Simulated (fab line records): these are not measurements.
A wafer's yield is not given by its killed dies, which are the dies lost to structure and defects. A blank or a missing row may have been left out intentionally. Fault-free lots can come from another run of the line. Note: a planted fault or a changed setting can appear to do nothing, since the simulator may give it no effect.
Which tool was responsible? ; flow sfq_line ; 42 wafers from 14 lots sampled at 3 of the route's 325 steps

WHAT THE GAUGES SHOWED, per wafer
SFQ_M2_RS_MEAS_914: the measuring method here is four-point-probe. Usual: M2_NB_RS gives 0.888 ohm/sq (standard deviation 0.012).
lot;measured;on;M2_NB_RS (ohm/sq);flag
L646;day 24 16:18;film_metro-02;0.902 0.909 0.901;
L647;day 26 17:52;film_metro-03;0.903 0.885 0.885;
L649;day 27 00:02;film_metro-02;0.886 0.877 0.877;
L651;day 33 02:52;film_metro-01;0.895 0.898 0.913;
L656;day 35 04:14;film_metro-02;1.024 1.034 1.050;OFF
L657;day 35 08:49;film_metro-02;1.022 1.009 1.017;OFF
L658;day 35 13:43;film_metro-03;0.872 0.878 0.870;
L661;day 36 21:49;film_metro-01;0.885 0.883 0.873;
L662;day 37 08:01;film_metro-01;0.871 0.878 0.878;
L664;day 37 21:50;film_metro-01;0.881 0.874 0.879;
L665;day 38 06:11;film_metro-02;0.914 0.903 0.903;
L666;day 38 18:13;film_metro-01;0.910 0.888 0.886;
L667;day 38 21:49;film_metro-01;0.895 0.883 0.885;
L668;day 39 10:38;film_metro-01;0.883 0.906 0.899;

EACH LOT AND THE TOOL THAT RAN IT (in order: tool; ch and the chambers of the sampled wafers; start)
lot;SFQ_TRILAYER_L0_DEP_SPUTTER_003;SFQ_TRILAYER_M2_DEP_SPUTTER_055
L646;pvd_sputter-04, day 1 17:29;pvd_sputter-06, day 24 16:13
L647;pvd_sputter-04, day 1 22:29;pvd_sputter-06, day 26 17:47
L649;pvd_sputter-04, day 2 08:29;pvd_sputter-06, day 26 23:55
L651;pvd_sputter-04, day 2 18:29;pvd_sputter-06, day 33 02:47
L656;pvd_sputter-05, day 3 19:29;pvd_sputter-06, day 35 04:07
L657;pvd_sputter-06, day 4 00:29;pvd_sputter-06, day 35 08:42
L658;pvd_sputter-06, day 4 05:29;pvd_sputter-05, day 35 13:38
L661;pvd_sputter-06, day 4 20:29;pvd_sputter-05, day 36 21:42
L662;pvd_sputter-06, day 5 01:29;pvd_sputter-05, day 37 07:55
L664;pvd_sputter-04, day 5 11:29;pvd_sputter-05, day 37 21:42
L665;pvd_sputter-04, day 5 16:29;pvd_sputter-06, day 38 06:06
L666;pvd_sputter-05, day 5 21:29;pvd_sputter-06, day 38 18:06
L667;pvd_sputter-06, day 6 02:29;pvd_sputter-05, day 38 21:42
L668;pvd_sputter-04, day 6 07:29;pvd_sputter-06, day 39 10:33
- SFQ_TRILAYER_L0_DEP_SPUTTER_003: material MoNx KI, target thk 40 nm, time 100 s.
- SFQ_TRILAYER_M2_DEP_SPUTTER_055: material Nb, target thk 200 nm, time 133.3 s.

WHAT THE TOOLS THEMSELVES READ (means of the sampled wafers that have a number; where no wafer has one, the mark that the record gives instead)
SFQ_TRILAYER_L0_DEP_SPUTTER_003. Usual: base_pressure_pa 1.33e-06 Pa, standard deviation 9e-08; cathode_dc_power_W 800.01 W, standard deviation 0.15; throttle_valve_pct 29.8 %, standard deviation 0.89.
lot;tool;base_pressure_pa (Pa);cathode_dc_power_W (W);throttle_valve_pct (%);flag
L646;pvd_sputter-04;1.36e-06;800.04;29.5;
L647;pvd_sputter-04;1.31e-06;800.07;29.6;
L649;pvd_sputter-04;1.36e-06;800.04;30.1;
L651;pvd_sputter-04;1.31e-06;800.00;29.5;
L656;pvd_sputter-05;1.36e-06;800.06;29.9;
L657;pvd_sputter-06;1.39e-06;799.94;29.9;
L658;pvd_sputter-06;1.36e-06;799.96;29.4;
L661;pvd_sputter-06;1.33e-06;799.89;30.4;
L662;pvd_sputter-06;1.31e-06;799.90;31.1;
L664;pvd_sputter-04;1.31e-06;799.97;30.6;
L665;pvd_sputter-04;1.32e-06;800.17;29.9;
L666;pvd_sputter-05;1.31e-06;800.07;29.8;
L667;pvd_sputter-06;1.39e-06;799.98;30.5;
L668;pvd_sputter-04;1.27e-06;799.96;29.1;

SFQ_TRILAYER_M2_DEP_SPUTTER_055. Usual: base_pressure_pa 1.32e-06 Pa, standard deviation 9.1e-08; cathode_dc_power_W 2000.0 W, standard deviation 0.37; throttle_valve_pct 30.0 %, standard deviation 0.92.
lot;tool;base_pressure_pa (Pa);cathode_dc_power_W (W);throttle_valve_pct (%);flag
L646;pvd_sputter-06;1.34e-06;2000.1;29.9;
L647;pvd_sputter-06;1.36e-06;2000.0;30.2;
L649;pvd_sputter-06;1.30e-06;2000.0;29.7;
L651;pvd_sputter-06;1.35e-06;2000.0;30.0;
L656;pvd_sputter-06;1.34e-06;1721.3;30.3;OFF
L657;pvd_sputter-06;1.33e-06;1721.7;29.2;OFF
L658;pvd_sputter-05;1.33e-06;1999.9;29.8;
L661;pvd_sputter-05;1.36e-06;2000.1;30.0;
L662;pvd_sputter-05;1.27e-06;2000.0;29.9;
L664;pvd_sputter-05;1.32e-06;1999.8;29.8;
L665;pvd_sputter-06;1.26e-06;1999.8;30.9;
L666;pvd_sputter-06;1.33e-06;2000.1;30.5;
L667;pvd_sputter-05;1.34e-06;1999.9;30.2;
L668;pvd_sputter-06;1.22e-06;2000.0;29.7;

THE ANSWER, worked out from the rows above alone
Rule: a lot is off if the mean of its wafers that have a number lies more than 3 standard deviations from the usual mean. Also off: a lot with no number at a reading for which 4 or more lots have one. The other lots that the step has rows for count as sound. The gauges are gone through in route order, then the tools' own readings, and for those a lot's mean is taken as printed above. The first step at which some lot is off is used, and at that step the reading that is off furthest; a lot without a number counts as furthest.
Off: at SFQ_M2_RS_MEAS_914 (M2_NB_RS), L656, L657.
A tool fits if, at a process step before that reading, it ran every lot that is off, and no sound lot after the first of them. The gauges at SFQ_M2_RS_MEAS_914 aren't tried: what is off there is off at SFQ_TRILAYER_M2_DEP_SPUTTER_055 too, on other tools, and a gauge's error can't cause that. Not one of the candidates tried fits.

WHAT THE SIMULATOR HAD PUT IN
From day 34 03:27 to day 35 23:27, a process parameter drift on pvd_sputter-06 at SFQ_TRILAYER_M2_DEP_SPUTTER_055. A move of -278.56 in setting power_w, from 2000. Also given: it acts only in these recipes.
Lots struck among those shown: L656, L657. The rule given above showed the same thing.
